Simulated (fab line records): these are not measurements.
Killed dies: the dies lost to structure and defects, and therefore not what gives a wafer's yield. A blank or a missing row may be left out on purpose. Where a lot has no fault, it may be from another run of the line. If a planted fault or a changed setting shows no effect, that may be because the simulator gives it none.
Chamber matching + flow gf180mcu + GF_V5_CMP_26 on cmp-01 has 4 sister chambers
The step polishes, stops on SiO2, t overpolish 15 s, target thk 0 nm. 8 wafers are shown with their chamber, then 8 later ones without.

== EACH WAFER AND ITS CHAMBER ==
| wafer  | chamber | motor-current-A (A) | time-to-endpoint-s (s) |
|--------|---------|---------------------|------------------------|
| L266.3 | 0       | 11.3                | 92                     |
| L268.6 | 1       | 11.7                | 84                     |
| L273.3 | 1       | 11.4                | 87                     |
| L273.4 | 0       | 11.5                | 85                     |
| L278.1 | 2       | 10.9                | 81                     |
| L278.4 | 3       | 10.9                | 85                     |
| L278.6 | 2       | 10.5                | 83                     |
| L279.1 | 3       | 10.9                | 82                     |

== WAFERS WITHOUT THEIR CHAMBER ==
| wafer  | motor-current-A (A) | time-to-endpoint-s (s) |
|--------|---------------------|------------------------|
| L279.2 | 11.2                | 87                     |
| L279.3 | 10.2                | 83                     |
| L280.1 | 10.0                | 87                     |
| L280.3 | 11.5                | 84                     |
| L280.5 | 11.2                | 89                     |
| L281.4 | 11.0                | 85                     |
| L281.5 | 10.4                | 85                     |
| L281.6 | 11.4                | 82                     |

== THE CHAMBER EACH PASSED THROUGH ==
| wafer  | from the rows above               | in truth |
|--------|-----------------------------------|----------|
| L279.2 | can't be placed: 0 or 1 or 3 or 2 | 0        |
| L279.3 | can't be placed: 2 or 3           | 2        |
| L280.1 | can't be placed: 2 or 3           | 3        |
| L280.3 | can't be placed: 1 or 0           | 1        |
| L280.5 | can't be placed: 0 or 1 or 3      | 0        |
| L281.4 | can't be placed: 3 or 2 or 0      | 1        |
| L281.5 | can't be placed: 2 or 3           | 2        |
| L281.6 | can't be placed: 1 or 0 or 3      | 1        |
0 of 8 placed correctly. Can't be placed from these rows: 8 (the true chamber is among the candidates in 7). Wrongly placed: 0.
How it was worked out, from the rows above alone: a wafer's distance from a chamber is the root of the sum, over the readings, of the square of ((its reading less the chamber's mean) divided by the reading's scatter). If the next closest chamber is less than 2 further off than the closest, the wafer can't be placed; otherwise it belongs to the closest. For every chamber, the mean is computed from those of its wafers that are shown. The scatter: take each reading less its chamber's mean, square it, sum over the shown wafers, divide by the number of wafers less the number of chambers, and take the root.
